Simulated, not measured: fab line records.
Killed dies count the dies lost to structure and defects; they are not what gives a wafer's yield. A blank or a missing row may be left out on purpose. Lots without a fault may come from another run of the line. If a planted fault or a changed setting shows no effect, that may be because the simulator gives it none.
Tool commonality check + flow sky130 + Lots sampled 10, wafers sampled 33

WHAT PROMPTED THE OPENING
1 of 10 lots carry a flag on the reading NWELL_RS at SKY_NWELL_RS_MEAS_29. Wafers without a fault read 624.8 ohm/sq, standard deviation 1.7.
Rule: a lot is flagged in two cases, either no wafer of it has a number, or all its wafers with numbers fall more than 4 standard deviations from that mean. As for the other lots, they are considered sound.

| lot  | measured     | on           | NWELL_RS (ohm/sq), wafer by wafer   | flag    |
|------|--------------|--------------|-------------------------------------|---------|
| L621 | day 5 10:58  | filmMetro-03 | 623.8 624.2 625.5                   |         |
| L622 | day 5 12:58  | filmMetro-03 | 623.4 624.0 623.9                   |         |
| L623 | day 5 16:46  | filmMetro-03 | 626.6 625.6 625.9                   |         |
| L624 | day 6 00:32  | filmMetro-04 | 622.5 624.9 626.1                   |         |
| L625 | day 6 03:10  | filmMetro-04 | 626.6 627.7 627.0                   |         |
| L626 | day 6 14:13  | filmMetro-03 | 624.0 624.9 626.2                   |         |
| L627 | day 6 19:42  | filmMetro-04 | 623.6 624.7 623.8                   |         |
| L631 | day 8 00:23  | filmMetro-02 | 653.6 654.2 653.5 654.8 655.2 653.1 | FLAGGED |
| L638 | day 10 00:35 | filmMetro-02 | 622.9 621.1 621.5                   |         |
| L644 | day 11 03:35 | filmMetro-03 | 625.3 624.0 623.7                   |         |
Average over the flagged lots: 654.1 ohm/sq; offset from the usual +29.3 ohm/sq, equal to +17 standard deviations.

WHICH TOOL RAN EACH LOT
The record keeps 1 process step preceding the reading, out of 708 steps on the route. Every cell lists first the tool, next ch and the chambers used by the sampled wafers, and last the start.
| lot  | flag    | SKY_NWELL_IMPLANT_11            |
|------|---------|---------------------------------|
| L621 |         | implanter-01 ch 0, day 4 16:38  |
| L622 |         | implanter-02 ch 0, day 4 19:14  |
| L623 |         | implanter-02 ch 0, day 4 22:01  |
| L624 |         | implanter-02 ch 0, day 5 05:16  |
| L625 |         | implanter-01 ch 0, day 5 08:21  |
| L626 |         | implanter-02 ch 0, day 5 18:01  |
| L627 |         | implanter-02 ch 0, day 6 00:32  |
| L631 | FLAGGED | implanter-02 ch 0, day 7 03:40  |
| L638 |         | implanter-04 ch 0, day 8 22:57  |
| L644 |         | implanter-04 ch 0, day 10 02:20 |
What the steps here do:
- SKY_NWELL_IMPLANT_11
- SKY_NWELL_RS_MEAS_29: measures by four-point-probe.

FLAGGED AGAINST TOTAL, ONE TOOL AT A TIME (gauges that did the reading follow at the end)
| step                 | tool         | lots run | flagged | share of the flagged lots | sound lots run after its first flagged lot |
|----------------------|--------------|----------|---------|---------------------------|--------------------------------------------|
| SKY_NWELL_IMPLANT_11 | implanter-01 | 2        | 0       | none                      | -                                          |
| SKY_NWELL_IMPLANT_11 | implanter-02 | 6        | 1       | all                       | 0                                          |
| SKY_NWELL_IMPLANT_11 | implanter-04 | 2        | 0       | none                      | -                                          |
| SKY_NWELL_RS_MEAS_29 | filmMetro-02 | 2        | 1       | all                       | 1 (L638)                                   |
| SKY_NWELL_RS_MEAS_29 | filmMetro-03 | 5        | 0       | none                      | -                                          |
| SKY_NWELL_RS_MEAS_29 | filmMetro-04 | 3        | 0       | none                      | -                                          |

WHAT THE TABLE PERMITS
In 2 table rows, all flagged lots were run: implanter-02 (SKY_NWELL_IMPLANT_11), filmMetro-02 (SKY_NWELL_RS_MEAS_29).
- implanter-02 at SKY_NWELL_IMPLANT_11: 1 of its 6 lots flagged. Last sound lot L627 at day 6 00:32, first flagged lot L631 at day 7 03:40; a fault beginning in between fits.
- filmMetro-02 at SKY_NWELL_RS_MEAS_29: 1 of its 2 lots flagged. Lots that were sound ran on it after the first flagged one (L638); a persistent fault on the entire tool would not allow that.
One tool is left: implanter-02 at SKY_NWELL_IMPLANT_11.

WHAT THE SIMULATOR HAD INSERTED
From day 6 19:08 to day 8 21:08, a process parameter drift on implanter-02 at SKY_NWELL_IMPLANT_11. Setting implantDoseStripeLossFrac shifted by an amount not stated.
Shown lots that were struck: L631. The rule above reached the same finding.
